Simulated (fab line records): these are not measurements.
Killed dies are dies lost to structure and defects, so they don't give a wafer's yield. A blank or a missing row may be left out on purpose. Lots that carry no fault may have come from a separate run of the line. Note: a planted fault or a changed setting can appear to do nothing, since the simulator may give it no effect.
Check of tool commonality :: flow gf180mcu :: Sampled: 12 lots, 36 wafers

WHY THIS WAS OPENED
2 of 12 lots carry a flag on the reading HV_LDD_2_TW at GF_HV_LDD_TW_MEAS_23. Fault-free wafers read 1048, with a standard deviation of 9.5.
Rule: a lot is flagged when every wafer of it that has a number lies more than 4 standard deviations from that mean, or none has a number. The rest of the lots are taken to be sound.

lot: L645
measured: day 11 10:31
on: film metro-01
HV_LDD_2_TW, wafer by wafer: 1054 1053 1055
flag: 

lot: L648
measured: day 12 04:22
on: film metro-03
HV_LDD_2_TW, wafer by wafer: 1047 1043 1038
flag: 

lot: L649
measured: day 12 16:08
on: film metro-01
HV_LDD_2_TW, wafer by wafer: 1052 1056 1048
flag: 

lot: L651
measured: day 13 05:38
on: film metro-02
HV_LDD_2_TW, wafer by wafer: 1049 1060 1057
flag: 

lot: L652
measured: day 13 12:16
on: film metro-01
HV_LDD_2_TW, wafer by wafer: 1046 1041 1041
flag: 

lot: L655
measured: day 14 15:47
on: film metro-02
HV_LDD_2_TW, wafer by wafer: 1054 1060 1059
flag: 

lot: L656
measured: day 14 19:17
on: film metro-02
HV_LDD_2_TW, wafer by wafer: 1064 1057 1058
flag: 

lot: L658
measured: day 15 16:31
on: film metro-03
HV_LDD_2_TW, wafer by wafer: 945 941 942
flag: FLAGGED

lot: L659
measured: day 16 02:53
on: film metro-02
HV_LDD_2_TW, wafer by wafer: 1055 1054 1057
flag: 

lot: L660
measured: day 16 04:43
on: film metro-02
HV_LDD_2_TW, wafer by wafer: 1051 1057 1055
flag: 

lot: L663
measured: day 17 04:13
on: film metro-02
HV_LDD_2_TW, wafer by wafer: 959 952 963
flag: FLAGGED

lot: L666
measured: day 18 03:53
on: film metro-03
HV_LDD_2_TW, wafer by wafer: 1041 1045 1038
flag: 
Average over the flagged lots: 950; offset from the usual -98, equal to -10 standard deviations.

TOOL THAT RAN EACH LOT
The record holds 2 process steps before the reading, out of a route of 602 steps. Read each cell as the tool, then ch plus the chambers that the sampled wafers visited, then the start.
lot: L645
flag: 
GF_MVSD_STRIP_10: plasma asher-01 ch 0,1, day 5 00:03
GF_HV_LDD_IMPLANT_21: implanter-01 ch 0, day 11 10:16

lot: L648
flag: 
GF_MVSD_STRIP_10: plasma asher-03 ch 0, day 5 14:47
GF_HV_LDD_IMPLANT_21: implanter-01 ch 0, day 12 04:07

lot: L649
flag: 
GF_MVSD_STRIP_10: plasma asher-03 ch 0,1, day 5 21:10
GF_HV_LDD_IMPLANT_21: implanter-01 ch 0, day 12 15:53

lot: L651
flag: 
GF_MVSD_STRIP_10: plasma asher-01 ch 0,1, day 6 08:53
GF_HV_LDD_IMPLANT_21: implanter-04 ch 0, day 13 05:23

lot: L652
flag: 
GF_MVSD_STRIP_10: plasma asher-04 ch 1, day 6 13:21
GF_HV_LDD_IMPLANT_21: implanter-01 ch 0, day 13 12:01

lot: L655
flag: 
GF_MVSD_STRIP_10: plasma asher-03 ch 0,1, day 7 09:58
GF_HV_LDD_IMPLANT_21: implanter-02 ch 0, day 14 15:32

lot: L656
flag: 
GF_MVSD_STRIP_10: plasma asher-01 ch 0,1, day 7 12:09
GF_HV_LDD_IMPLANT_21: implanter-02 ch 0, day 14 19:04

lot: L658
flag: FLAGGED
GF_MVSD_STRIP_10: plasma asher-01 ch 0,1, day 8 02:25
GF_HV_LDD_IMPLANT_21: implanter-02 ch 0, day 15 16:16

lot: L659
flag: 
GF_MVSD_STRIP_10: plasma asher-03 ch 0,1, day 8 09:23
GF_HV_LDD_IMPLANT_21: implanter-04 ch 0, day 16 02:40

lot: L660
flag: 
GF_MVSD_STRIP_10: plasma asher-03 ch 0,1, day 8 15:38
GF_HV_LDD_IMPLANT_21: implanter-01 ch 0, day 16 04:28

lot: L663
flag: FLAGGED
GF_MVSD_STRIP_10: plasma asher-03 ch 0,1, day 9 07:18
GF_HV_LDD_IMPLANT_21: implanter-02 ch 0, day 17 03:58

lot: L666
flag: 
GF_MVSD_STRIP_10: plasma asher-01 ch 0,1, day 10 01:50
GF_HV_LDD_IMPLANT_21: implanter-01 ch 0, day 18 03:41
What these steps do:
- GF_MVSD_STRIP_10: strips in O2/N2.
- GF_HV_LDD_IMPLANT_21
- GF_HV_LDD_TW_MEAS_23

FLAGGED AGAINST TOTAL, ONE TOOL AT A TIME (gauges that did the reading follow at the end)
step: GF_MVSD_STRIP_10
tool: plasma asher-01
lots run: 5
flagged: 1
share of the flagged lots: some
sound lots run after its first flagged lot: 1 (L666)

step: GF_MVSD_STRIP_10
tool: plasma asher-03
lots run: 6
flagged: 1
share of the flagged lots: some
sound lots run after its first flagged lot: 0

step: GF_MVSD_STRIP_10
tool: plasma asher-04
lots run: 1
flagged: 0
share of the flagged lots: none
sound lots run after its first flagged lot: -

step: GF_HV_LDD_IMPLANT_21
tool: implanter-01
lots run: 6
flagged: 0
share of the flagged lots: none
sound lots run after its first flagged lot: -

step: GF_HV_LDD_IMPLANT_21
tool: implanter-02
lots run: 4
flagged: 2
share of the flagged lots: all
sound lots run after its first flagged lot: 0

step: GF_HV_LDD_IMPLANT_21
tool: implanter-04
lots run: 2
flagged: 0
share of the flagged lots: none
sound lots run after its first flagged lot: -

step: GF_HV_LDD_TW_MEAS_23
tool: film metro-01
lots run: 3
flagged: 0
share of the flagged lots: none
sound lots run after its first flagged lot: -

step: GF_HV_LDD_TW_MEAS_23
tool: film metro-02
lots run: 6
flagged: 1
share of the flagged lots: some
sound lots run after its first flagged lot: 0

step: GF_HV_LDD_TW_MEAS_23
tool: film metro-03
lots run: 3
flagged: 1
share of the flagged lots: some
sound lots run after its first flagged lot: 1 (L666)

WHAT THE TABLE ALLOWS
In the table, 1 row covers all flagged lots: implanter-02 at GF_HV_LDD_IMPLANT_21.
- implanter-02 at GF_HV_LDD_IMPLANT_21 ran 4 lots, 2 of them flagged. Last sound lot L656 at day 14 19:04, first flagged lot L658 at day 15 16:16; a fault beginning in between fits. Its own readings (dose ions cm2, faraday current uA) fall more than 4 standard deviations out on all wafers of the flagged lots.
implanter-02 at GF_HV_LDD_IMPLANT_21 is the single tool remaining.

WHAT THE SIMULATOR HAD INSERTED
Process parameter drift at GF_HV_LDD_IMPLANT_21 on implanter-02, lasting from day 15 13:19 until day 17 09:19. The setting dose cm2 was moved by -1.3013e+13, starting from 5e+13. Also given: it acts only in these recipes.
Lots struck among those shown: L658, L663. The rule above found the same.
